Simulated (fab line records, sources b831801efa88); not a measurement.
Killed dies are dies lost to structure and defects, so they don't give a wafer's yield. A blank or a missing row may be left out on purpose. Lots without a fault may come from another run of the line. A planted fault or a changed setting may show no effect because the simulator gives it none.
fab line records | flow sky130
record lots=7 wafers=21 last_day=50
route steps=708 shown VIA2@510 PAD_OPEN@708
lots that met no fault: from a run of the same line without faults
start_h: hours from the record's first day to the start of the lot's first wafer shown | wait_h: hours since the lot's step before | " the same as in the row above | L1.1+2: a row that stands for several wafers | - no value, or no start given | * or withheld: withheld | < > ~ a bound
route shown NAME@n: a module of which the file shows steps, and the number in the route of the first | usual: mean/standard deviation of fault-free wafers | same: alike in all rows | chamber/n: place in a boat | sites: the reading at each site | _std_site: their standard deviation | _edge_site: outer sites' mean less inner sites' | radius_mm: how far each site lies from the wafer's centre | mask NAME#n: copy n | behind: the tool/chamber that last shaped the wafer | hold: why the lot was held/for how many hours/how that ended | device: the transistor (n, p or np) that didn't switch | end of line: the same wafers' tests at the end of the route | a step without rows: its recipe alone | killed: dies lost to structure and defects at the first sort, not the wafer's yield | map: a wafer's dies, x killed, . not, _ none there
set.NAME: the setting as run; set.NAME@STEP: as run at that earlier step | model.NAME: the simulator's own value behind a step, which no gauge read
lots at some steps of the route; a table a step, a row a wafer
services: from which hour (start_h, from the record's first day; less than 0 if before it) a tool's chamber was out of use, for how many hours, and why
## steps
# step SKY_VIA2_BOW_MEAS_03
# recipe mode=bow
# usual VIA2_BOW=86/6.5
# columns lot.wafer tool chamber start_h wait_h VIA2_BOW[um]
L743.1 film_metro-03 - 865.08 0.2 78
L743.2 " - " " 78
L743.5 " - " " 79
L745.1 film_metro-01 - 875.29 0.2 77
L745.2 " - " " 82
L745.4 " - " " 75
L746.2 film_metro-02 - 886.64 0.1 82
L746.5 " - " " 99
L746.6 " - " " 98
L753.3 film_metro-03 - 935.68 0.2 86
L753.4 " - " " 82
L753.5 " - " " 81
L755.1 film_metro-03 - 944.33 0.1 84
L755.3 " - " " 89
L755.4 " - " " 87
L760.1 film_metro-02 - 978.17 0.1 89
L760.3 " - " " 90
L760.5 " - " " 93
L761.1 film_metro-01 - 982.85 0.2 68
L761.3 " - " " 90
L761.6 " - " " 89
# step SKY_VIA2_DEHYDRATE_04
# recipe temp_c=200 time_s=60
# step SKY_VIA2_HMDS_05
# recipe prime_time_s=60 prime_temp_c=120
# step SKY_VIA2_COAT_06
# recipe resist=BARC temp_c=withheld time_s=withheld spin_rpm=3000 resist_thk_nm=60
# step SKY_VIA2_COAT_07
# recipe resist=KrF-thick spin_rpm=3000 resist_thk_nm=450
# step SKY_VIA2_SOFTBAKE_08
# recipe temp_c=100 time_s=90 resist=KrF-thick
# step SKY_VIA2_EXPOSE_09
# recipe mask_id=VIM2 na=0.8 source_shape=annular sigma_inner=0.55 sigma_outer=0.85 target_cd_nm=200 dose_mj=38
# step SKY_VIA2_PEB_10
# recipe peb_temp_c=withheld peb_time_s=withheld resist=KrF-thick
# step SKY_VIA2_DEVELOP_11
# recipe develop_time_s=60 resist=KrF-thick dev_temp_c=21
# step SKY_VIA2_CD_MEAS_12
# recipe target_cd_nm=200
# usual cd_nm=199.4/1.4
# columns lot.wafer tool chamber start_h wait_h cd_nm
L743.1 cd_sem-01 - 891.07 - 204.8
L743.2 " - " " 200.6
L743.5 " - " " 201.7
L745.1 cd_sem-01 - 901.27 - 199.4
L745.2 " - " " 199.9
L745.4 " - " " 198.9
L746.2 cd_sem-01 - 911.70 - 199.0
L746.5 " - " " 201.4
L746.6 " - " " 199.9
L753.3 cd_sem-02 - 960.01 - 199.7
L753.4 " - " " 200.2
L753.5 " - " " 200.4
L755.1 cd_sem-02 - 968.22 - 197.8
L755.3 " - " " 198.1
L755.4 " - " " 197.5
L760.1 cd_sem-02 - 1001.53 - 200.4
L760.3 " - " " 199.8
L760.5 " - " " 200.5
L761.1 cd_sem-02 - 1005.92 - 197.5
L761.3 " - " " 196.7
L761.6 " - " " 196.4
# step SKY_VIA2_OVL_MEAS_13
# usual VIA2_OVL=0/5
# columns lot.wafer tool chamber start_h wait_h VIA2_OVL[nm]
L743.1 overlay-02 - 891.19 0.1 2
L743.2 " - " " 4
L743.5 " - " " 0
L745.1 overlay-02 - 901.39 0.1 -4
L745.2 " - " " -5
L745.4 " - " " -7
L746.2 overlay-01 - 911.81 0.1 -7
L746.5 " - " " 8
L746.6 " - " " -4
L753.3 overlay-01 - 960.10 0.1 -3
L753.4 " - " " 2
L753.5 " - " " -3
L755.1 overlay-01 - 968.34 0.1 -11
L755.3 " - " " 4
L755.4 " - " " -6
L760.1 overlay-01 - 1001.65 0.1 2
L760.3 " - " " 0
L760.5 " - " " -8
L761.1 overlay-02 - 1006.04 0.1 4
L761.3 " - " " 10
L761.6 " - " " 6
# step SKY_VIA2_ETCH_14
# recipe chemistry=N2/H2 target=BARC ion_energy_ev=200 source_w=500 bias_w=100 pressure_mtorr=30 n2_flow_sccm=100 h2_flow_sccm=200 stop_on=SiO2 time_s=45.9 target_depth_a=600
# usual bias_w=99.97/0.29 drypump_motor_current_A=5.6/0.43 oes_product_au=0.857/0.0047 throttle_valve_pct=13.225/0.0092
# columns lot.wafer tool chamber start_h wait_h bias_w drypump_motor_current_A oes_product_au rf_hours_counter_h throttle_valve_pct
L743.1 rie_diel-04 0 891.23 0.0 99.49 5.1 0.858 6 13.222
L743.2 " 1 " " 99.97 5.8 0.857 25 13.221
L743.5 " 1 " " 100.06 5.8 0.860 - 13.220
L745.1 rie_diel-04 2 901.43 0.0 99.78 5.2 0.866 18 13.231
L745.2 " 0 " " 100.33 5.1 0.854 6 13.220
L745.4 " 1 " " 100.00 5.8 0.854 25 13.243
L746.2 rie_diel-04 1 911.84 0.0 99.64 5.8 0.855 26 13.233
L746.5 " 1 " " 99.77 5.8 0.859 - 13.224
L746.6 " 2 " " 100.10 5.2 0.848 - 13.244
L753.3 rie_diel-03 1 960.13 0.0 100.12 5.5 0.857 11 13.208
L753.4 " 2 " " 99.99 6.3 0.858 11 13.216
L753.5 " 3 " " 99.97 5.5 0.859 - 13.215
L755.1 rie_diel-03 2 968.38 0.0 100.08 6.3 0.851 11 13.223
L755.3 " 3 " " 99.79 5.5 0.856 21 13.232
L755.4 " 1 " " 100.33 5.5 0.855 11 13.227
L760.1 rie_diel-03 1 1001.68 0.0 100.22 5.5 0.855 13 13.226
L760.3 " 3 " " 99.70 5.5 0.857 23 13.227
L760.5 " 3 " " 99.91 5.5 0.860 - 13.223
L761.1 rie_diel-04 2 1006.08 0.0 100.25 5.2 0.855 22 13.238
L761.3 " 0 " " 99.46 5.1 0.861 10 13.227
L761.6 " 2 " " 100.44 5.2 0.860 - 13.222
# step SKY_VIA2_ETCH_15
# recipe target=SiO2 chemistry=C4F8/O2/Ar target_depth_nm=546 stop_on=TiN mask_material=KrF-thick source_w=1500 bias_w=1200 pressure_mtorr=40 c4f8_flow_sccm=withheld O2_flow_sccm=6 Ar_flow_sccm=300 time_s=84
# usual bias_w=1200/3.3 oes_product_au=0.939/0.0048
# columns lot.wafer tool chamber start_h wait_h bias_w oes_product_au rf_hours_counter_h
L743.1 rie_diel-04 0 891.27 0.0 1246 0.940 6
L743.2 " 1 " " 1248 0.941 25
L743.5 " 1 " " 1239 0.941 -
L745.1 rie_diel-04 2 901.47 0.0 1251 0.943 18
L745.2 " 0 " " 1243 0.942 6
L745.4 " 1 " " 1241 0.941 25
L746.2 rie_diel-04 1 911.88 0.0 1250 0.945 26
L746.5 " 1 " " 1248 0.945 -
L746.6 " 2 " " 1244 0.936 -
L753.3 rie_diel-03 1 960.17 0.0 1202 0.942 11
L753.4 " 2 " " 1203 0.946 11
L753.5 " 3 " " 1204 0.945 -
L755.1 rie_diel-03 2 968.42 0.0 1205 0.945 12
L755.3 " 3 " " 1200 0.940 21
L755.4 " 1 " " 1202 0.943 11
L760.1 rie_diel-03 1 1001.73 0.0 1205 0.937 13
L760.3 " 3 " " 1200 0.943 23
L760.5 " 3 " " 1200 0.944 -
L761.1 rie_diel-04 2 1006.12 0.0 1196 0.935 22
L761.3 " 0 " " 1200 0.939 10
L761.6 " 2 " " 1198 0.938 -
# step SKY_VIA2_STRIP_16
# recipe chemistry=O2/N2 power_w=1400 pressure_mtorr=1500 platen_temp_c=withheld o2_flow_sccm=3000 n2_flow_sccm=300 overash_fraction=0.5
# usual drypump_motor_current_A=5.6/0.43 oes_product_au=0.399/0.0046 strip_time_to_endpoint_s=4.054/0.02
# columns lot.wafer tool chamber start_h wait_h drypump_motor_current_A oes_product_au rf_hours_counter_h strip_time_to_endpoint_s
L743.1 plasma_asher-03 1 891.33 0.0 5.8 0.398 105 3.984
L743.2 " 0 " " 4.9 0.386 105 4.040
L743.5 " 1 " " 5.8 0.396 - 4.031
L745.1 plasma_asher-01 0 901.53 0.0 5.8 0.395 16 4.018
L745.2 " 1 " " 5.9 0.393 16 4.010
L745.4 " 0 " " 5.8 0.402 - 4.025
L746.2 plasma_asher-04 1 911.94 0.0 6.0 0.390 48 4.051
L746.5 " 1 " " 6.0 0.394 - 4.049
L746.6 " 0 " " 5.8 0.398 - 4.042
L753.3 plasma_asher-03 0 960.27 0.1 4.9 0.404 - 4.093
L753.4 " 1 " " 5.8 0.409 - 4.041
L753.5 " 1 " " 5.8 0.397 - 4.064
L755.1 plasma_asher-01 0 968.48 0.0 5.8 0.399 23 4.044
L755.3 " 1 " " 6.0 0.401 - 4.056
L755.4 " 0 " " 5.8 0.403 - 4.076
L760.1 plasma_asher-04 0 1001.79 0.0 5.8 0.401 57 4.064
L760.3 " 1 " " 6.0 0.394 - 4.048
L760.5 " 1 " " 6.0 0.395 - 4.070
L761.1 plasma_asher-04 0 1006.18 0.0 5.8 0.400 57 4.052
L761.3 " 1 " " 6.0 0.397 - 4.010
L761.6 " 1 " " 6.0 0.396 - 4.028
# step SKY_PAD_OPEN_PROBE_99
# usual defect_limited_yield=82.4/2.2 killed_at_M0_to_M3=44/7.7 killed_at_M4_up=3.2/1.7 killed_at_contacts=24/5.3 killed_at_front_end=15/4.3 killed_at_other=0.3/0.57 killed_dies=87/11 killed_open=47/7.4 killed_short=40/6.5 sort_bin_3_pad_short=0.8/0.4 sort_bin_5_function=10.5/1.6 sort_bin_6_memory=6.3/1.2 sort_n_pass=405/11 sort_yield_pct=82.4/2.2
# same gross_dies=492 killed_at_back_side=0 sort_bin_4_leakage[%]=0 sort_bin_8_speed[%]=0
# columns lot.wafer tool chamber start_h wait_h defect_limited_yield[%] killed_at_M0_to_M3 killed_at_M4_up killed_at_contacts killed_at_front_end killed_at_other killed_dies killed_open killed_short sort_bin_3_pad_short[%] sort_bin_5_function[%] sort_bin_6_memory[%] sort_n_pass sort_yield_pct[%]
L743.1 prober-02 - 1111.25 0.1 84.3 40 6 22 9 0 77 39 38 0.8 10.0 4.9 415 84.3
L743.2 prober-02 - 1111.30 0.1 82.1 45 4 28 11 0 88 54 34 1.0 9.6 7.3 404 82.1
L743.5 prober-02 - 1111.45 0.2 82.7 41 3 29 11 1 85 44 41 1.6 10.0 5.7 407 82.7
L745.1 prober-01 - 1117.37 0.1 82.5 46 3 25 12 0 86 48 38 0.6 10.6 6.3 406 82.5
L745.2 prober-01 - 1117.42 0.1 82.9 47 5 15 17 0 84 40 44 0.6 9.8 6.7 408 82.9
L745.4 prober-01 - 1117.52 0.2 79.9 44 4 30 20 1 99 47 52 0.4 13.2 6.5 393 79.9
L753.3 prober-02 - 1162.39 0.2 84.8 33 3 23 16 0 75 41 33 0.2 8.9 6.1 417 84.8
L753.4 prober-02 - 1162.44 0.2 82.5 35 5 26 20 0 86 50 36 0.8 11.0 5.7 406 82.5
L753.5 prober-02 - 1162.49 0.2 82.5 44 4 23 15 0 86 52 34 0.8 11.4 5.3 406 82.5
L755.1 prober-01 - 1169.55 0.1 79.5 50 4 33 14 0 101 57 44 1.0 12.4 7.1 391 79.5
L755.3 prober-01 - 1169.65 0.2 81.9 53 5 18 12 1 89 46 42 1.0 10.4 6.7 403 81.9
L755.4 prober-01 - 1169.70 0.2 82.9 45 2 22 15 0 84 49 35 1.4 9.8 5.9 408 82.9
L760.1 prober-02 - 1191.10 0.1 77.2 62 4 33 12 1 112 65 47 1.4 13.8 7.5 380 77.2
L760.3 prober-02 - 1191.20 0.2 82.9 42 2 18 22 0 84 46 38 1.0 11.0 5.1 408 82.9
L760.5 prober-02 - 1191.30 0.2 78.9 54 1 29 20 0 104 62 41 1.2 12.2 7.7 388 78.9
# killed by level:class
L743.1 VIA1:geometric_particle:open=9 LI_CONTACT:geometric_particle:open=8 VIA3:geometric_particle:open=7 METAL1:geometric_particle:short=6 METAL2:geometric_particle:short=6 LOCAL_INTERCONNECT:geometric_particle:short=5 METAL4:geometric_particle:short=4 LI_CONTACT:geometric_particle:short=3
L743.2 CONTACT:geometric_particle:open=15 VIA1:geometric_particle:open=12 VIA2:geometric_particle:open=9 VIA3:geometric_particle:open=8 CONTACT:geometric_particle:short=6 METAL2:geometric_particle:short=5 FIELD_ISO:geometric_particle:short=3 POLY_GATE:geometric_particle:short=3
L743.5 CONTACT:geometric_particle:open=12 VIA2:geometric_particle:open=9 LOCAL_INTERCONNECT:geometric_particle:short=6 CONTACT:geometric_particle:short=6 VIA3:geometric_particle:open=6 LI_CONTACT:geometric_particle:open=5 VIA1:geometric_particle:short=4 VIA1:geometric_particle:open=4
L745.1 CONTACT:geometric_particle:open=11 VIA1:geometric_particle:open=11 VIA3:geometric_particle:open=9 CONTACT:geometric_particle:short=6 METAL2:geometric_particle:short=6 FIELD_ISO:geometric_particle:open=4 LI_CONTACT:geometric_particle:open=4 METAL1:geometric_particle:short=4
L745.2 VIA1:geometric_particle:short=9 VIA3:geometric_particle:open=8 FIELD_ISO:geometric_particle:short=7 METAL2:geometric_particle:short=7 VIA1:geometric_particle:open=6 CONTACT:geometric_particle:open=5 CONTACT:geometric_particle:short=5 VIA2:geometric_particle:open=4
L745.4 FIELD_ISO:geometric_particle:open=9 METAL2:geometric_particle:short=8 LI_CONTACT:geometric_particle:open=8 CONTACT:geometric_particle:short=7 VIA3:geometric_particle:open=7 CONTACT:geometric_particle:open=6 VIA1:geometric_particle:open=6 FIELD_ISO:geometric_particle:short=5
L753.3 VIA3:geometric_particle:open=7 CONTACT:geometric_particle:open=7 CONTACT:geometric_particle:short=7 VIA1:geometric_particle:open=6 FIELD_ISO:geometric_particle:open=5 LI_CONTACT:geometric_particle:open=5 VIA2:geometric_particle:open=5 FIELD_ISO:geometric_particle:short=4
L753.4 CONTACT:geometric_particle:open=10 LI_CONTACT:geometric_particle:open=8 VIA3:geometric_particle:open=7 VIA1:geometric_particle:open=6 SPACER:geometric_particle:open=5 POLY_GATE:geometric_particle:short=4 METAL1:geometric_particle:short=4 METAL2:geometric_particle:short=4
L753.5 VIA1:geometric_particle:open=12 CONTACT:geometric_particle:open=11 VIA3:geometric_particle:open=8 LI_CONTACT:geometric_particle:open=6 METAL2:geometric_particle:short=5 LI_CONTACT:geometric_particle:short=4 METAL1:geometric_particle:short=4 VIA1:geometric_particle:short=4
L755.1 VIA1:geometric_particle:open=15 LI_CONTACT:geometric_particle:open=12 CONTACT:geometric_particle:open=10 METAL1:geometric_particle:short=9 VIA2:geometric_particle:open=6 FIELD_ISO:geometric_particle:short=4 POLY_GATE:geometric_particle:open=4 VIA1:geometric_particle:short=4
L755.3 VIA1:geometric_particle:open=15 CONTACT:geometric_particle:short=8 VIA2:geometric_particle:open=7 VIA3:geometric_particle:open=6 METAL1:geometric_particle:short=6 LI_CONTACT:geometric_particle:open=5 METAL2:geometric_particle:short=5 FIELD_ISO:geometric_particle:short=4
L755.4 LI_CONTACT:geometric_particle:open=12 VIA1:geometric_particle:open=11 VIA2:geometric_particle:open=6 CONTACT:geometric_particle:open=5 METAL2:geometric_particle:short=5 FIELD_ISO:geometric_particle:short=4 FIELD_ISO:geometric_particle:open=4 VIA3:geometric_particle:short=4
L760.1 VIA1:geometric_particle:open=13 CONTACT:geometric_particle:open=13 VIA3:geometric_particle:open=11 METAL2:geometric_particle:short=10 VIA1:geometric_particle:short=8 LI_CONTACT:geometric_particle:open=7 METAL1:geometric_particle:short=7 VIA2:geometric_particle:open=6
L760.3 VIA1:geometric_particle:open=11 FIELD_ISO:geometric_particle:short=10 CONTACT:geometric_particle:open=7 LI_CONTACT:geometric_particle:open=6 VIA1:geometric_particle:short=6 POLY_GATE:geometric_particle:open=5 VIA2:geometric_particle:short=5 VIA3:geometric_particle:open=5
L760.5 VIA1:geometric_particle:open=17 VIA3:geometric_particle:open=14 CONTACT:geometric_particle:short=9 CONTACT:geometric_particle:open=8 POLY_GATE:geometric_particle:short=7 LI_CONTACT:geometric_particle:open=7 POLY_GATE:geometric_particle:open=5 METAL1:geometric_particle:short=5
## services
# columns tool chamber start_h hours kind
plasma_asher-04 - 896.03 11.7 repair
rie_diel-03 1 899.09 13.5 repair
rie_diel-04 - 901.67 0.4 repair
plasma_asher-01 - 918.05 0.6 repair
plasma_asher-04 - 951.16 5.2 repair
rie_diel-03 - 954.97 0.3 repair
plasma_asher-04 - 957.84 2.2 repair
rie_diel-04 2 974.19 9.8 repair
rie_diel-03 0 979.14 - clean
rie_diel-03 0 979.14 - consumable_replace:showerhead
rie_diel-03 0 979.14 35.9 scheduled_down
rie_diel-03 0 979.14 35.9 vent_cycle
rie_diel-04 0 981.65 4.8 repair
rie_diel-04 1 990.48 - clean
rie_diel-04 1 990.48 - consumable_replace:showerhead
rie_diel-04 1 990.48 24.3 scheduled_down
rie_diel-04 1 990.48 24.3 vent_cycle
## key
first_sign step=SKY_VIA2_ETCH_15 reading=bias_w direction=up sigmas=14 usual=1200 struck=1245
effect none on later readings
met_at SKY_VIA2_ETCH_15
struck_wafers L743.1,L743.2,L743.5,L745.1,L745.2,L745.4,L746.2,L746.5,L746.6
fault kind=process_parameter_drift tool=rie_diel-04 chamber=- onset_h=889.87 steps=SKY_VIA2_ETCH_15 channel=bias_w offset=43.486 shape=step end_h=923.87 acts_in=these_recipes_only stated=1200
